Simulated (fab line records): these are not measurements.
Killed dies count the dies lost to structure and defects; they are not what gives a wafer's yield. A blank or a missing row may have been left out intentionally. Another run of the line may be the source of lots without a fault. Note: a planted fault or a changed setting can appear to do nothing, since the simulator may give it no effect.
Commonality check across tools    flow gf180mcu    Sample size 13 lots and 39 wafers

== WHY THIS WAS OPENED ==
At GF_HV_LDD_TW_MEAS_23 the reading HV_LDD_2_TW is flagged on 3 of 13 lots. No-fault wafers: 1060, standard deviation 4.9.
Rule: flag the lot when none of its wafers has a number, or when each of its wafers that has one lies beyond 4 standard deviations from that mean. The rest of the lots are taken to be sound.

lot   measured      on             HV_LDD_2_TW, wafer by wafer  flag
L391  day 11 09:50  film metro-03  1067 1065 1063               
L392  day 11 10:53  film metro-01  1059 1061 1058               
L393  day 11 22:20  film metro-03  1066 1057 1065               
L394  day 12 03:14  film metro-03  1062 1069 1062               
L395  day 12 15:21  film metro-04  1100 1104 1100               FLAGGED
L397  day 13 12:44  film metro-03  1105 1097 1099               FLAGGED
L398  day 13 19:04  film metro-04  1092 1099 1099               FLAGGED
L405  day 15 18:20  film metro-04  1054 1054 1052               
L406  day 16 02:52  film metro-04  1060 1060 1067               
L407  day 16 07:20  film metro-04  1059 1058 1057               
L408  day 16 20:17  film metro-04  1059 1053 1056               
L411  day 17 18:14  film metro-03  1067 1070 1068               
L413  day 18 04:51  film metro-04  1057 1057 1053               
The numbers of the flagged lots are 1099 on average: +39 against the usual, or +8 standard deviations.

== WHICH TOOL EACH LOT WENT THROUGH ==
The record holds 1 process step before the reading, out of a route of 602 steps. Cell contents, in order: the tool; ch with the chambers the sampled wafers went through; the start.
lot   flag     GF_HV_LDD_IMPLANT_21
L391           implanter-03 ch 0, day 11 09:35
L392           implanter-03 ch 0, day 11 10:40
L393           implanter-02 ch 0, day 11 22:06
L394           implanter-02 ch 0, day 12 02:59
L395  FLAGGED  implanter-02 ch 0, day 12 15:08
L397  FLAGGED  implanter-02 ch 0, day 13 12:29
L398  FLAGGED  implanter-02 ch 0, day 13 18:52
L405           implanter-01 ch 0, day 15 18:05
L406           implanter-01 ch 0, day 16 02:37
L407           implanter-03 ch 0, day 16 07:07
L408           implanter-03 ch 0, day 16 20:02
L411           implanter-01 ch 0, day 17 18:00
L413           implanter-03 ch 0, day 18 04:37
What these steps do:
- GF_HV_LDD_IMPLANT_21
- GF_HV_LDD_TW_MEAS_23

== FLAGGED OVER TOTAL, TOOL BY TOOL (the gauges that took the reading come last) ==
step                  tool           lots run  flagged  share of the flagged lots  sound lots run after its first flagged lot
GF_HV_LDD_IMPLANT_21  implanter-01   3         0        none                       -
GF_HV_LDD_IMPLANT_21  implanter-02   5         3        all                        0
GF_HV_LDD_IMPLANT_21  implanter-03   5         0        none                       -
GF_HV_LDD_TW_MEAS_23  film metro-01  1         0        none                       -
GF_HV_LDD_TW_MEAS_23  film metro-03  5         1        some                       1 (L411)
GF_HV_LDD_TW_MEAS_23  film metro-04  7         2        some                       5 (L405,L406,L407,L408,L413)

== WHAT THE TABLE ALLOWS ==
Rows of the table that ran each flagged lot: 1, that is implanter-02 at GF_HV_LDD_IMPLANT_21.
- implanter-02 at GF_HV_LDD_IMPLANT_21 ran 5 lots, 3 of them flagged. Last sound lot L394 at day 12 02:59, first flagged lot L395 at day 12 15:08; a fault beginning in between fits. Its own readings lie more than 4 standard deviations out on every wafer of the flagged lots: beam on s, end station pressure torr.
One tool is left: implanter-02 at GF_HV_LDD_IMPLANT_21.

== WHAT THE SIMULATOR HAD PUT IN ==
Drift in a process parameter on implanter-02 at GF_HV_LDD_IMPLANT_21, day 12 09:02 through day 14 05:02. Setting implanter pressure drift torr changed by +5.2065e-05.
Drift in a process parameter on implanter-02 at GF_HV_LDD_IMPLANT_21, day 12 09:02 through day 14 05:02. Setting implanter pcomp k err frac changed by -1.
Shown lots that were struck: L395, L397, L398. The rule above found the same.
